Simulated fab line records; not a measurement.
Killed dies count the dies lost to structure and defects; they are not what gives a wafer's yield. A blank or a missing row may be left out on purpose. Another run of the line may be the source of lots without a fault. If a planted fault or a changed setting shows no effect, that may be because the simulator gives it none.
Matching of chambers || flow gf180mcu || GF_V1_CMP_04 on cmp-01: 4 sister chambers
The step polishes SiO2. 4 wafers are shown with their chamber, then 12 later ones without.

WAFERS PAIRED WITH THEIR CHAMBERS
{"wafer": "L083.4", "chamber": 0, "motor_current_A (A)": 10.0}
{"wafer": "L087.1", "chamber": 2, "motor_current_A (A)": 10.9}
{"wafer": "L087.3", "chamber": 3, "motor_current_A (A)": 12.6}
{"wafer": "L087.4", "chamber": 1, "motor_current_A (A)": 11.7}

WAFERS WITH NO CHAMBER GIVEN
{"wafer": "L089.1", "motor_current_A (A)": 12.3}
{"wafer": "L089.3", "motor_current_A (A)": 11.0}
{"wafer": "L089.6", "motor_current_A (A)": 11.5}
{"wafer": "L091.3", "motor_current_A (A)": 9.8}
{"wafer": "L091.4", "motor_current_A (A)": 11.3}
{"wafer": "L091.6", "motor_current_A (A)": 9.5}
{"wafer": "L094.1", "motor_current_A (A)": 9.5}
{"wafer": "L094.4", "motor_current_A (A)": 11.3}
{"wafer": "L094.5", "motor_current_A (A)": 10.8}
{"wafer": "L095.4", "motor_current_A (A)": 9.8}
{"wafer": "L095.5", "motor_current_A (A)": 11.0}
{"wafer": "L095.6", "motor_current_A (A)": 12.4}

WHICH CHAMBER EACH WENT THROUGH
{"wafer": "L089.1", "from the rows above": "can't be placed: 3 or 1", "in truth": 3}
{"wafer": "L089.3", "from the rows above": "can't be placed: 2 or 1", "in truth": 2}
{"wafer": "L089.6", "from the rows above": "can't be placed: 1 or 2", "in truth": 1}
{"wafer": "L091.3", "from the rows above": 0, "in truth": 0}
{"wafer": "L091.4", "from the rows above": "can't be placed: 1 or 2", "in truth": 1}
{"wafer": "L091.6", "from the rows above": 0, "in truth": 0}
{"wafer": "L094.1", "from the rows above": 0, "in truth": 0}
{"wafer": "L094.4", "from the rows above": "can't be placed: 1 or 2", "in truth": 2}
{"wafer": "L094.5", "from the rows above": 2, "in truth": 2}
{"wafer": "L095.4", "from the rows above": 0, "in truth": 0}
{"wafer": "L095.5", "from the rows above": "can't be placed: 2 or 1", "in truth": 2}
{"wafer": "L095.6", "from the rows above": "can't be placed: 3 or 1", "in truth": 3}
5 of 12 placed correctly. Not placeable from these rows: 7 (in 7, the candidates include the true chamber). Wrongly placed: 0.
How it was worked out, from the rows above alone: a wafer's distance from a chamber is the root of the sum, over the readings, of the square of ((its reading less the chamber's mean) divided by the reading's scatter). If the next closest chamber is less than 2 further off than the closest, the wafer can't be placed; otherwise it belongs to the closest. A chamber's mean is the mean of its shown wafers. The scatter (one wafer shown for each chamber): square how far every hidden wafer sits from the nearest shown wafer, average those squares and take the square root.
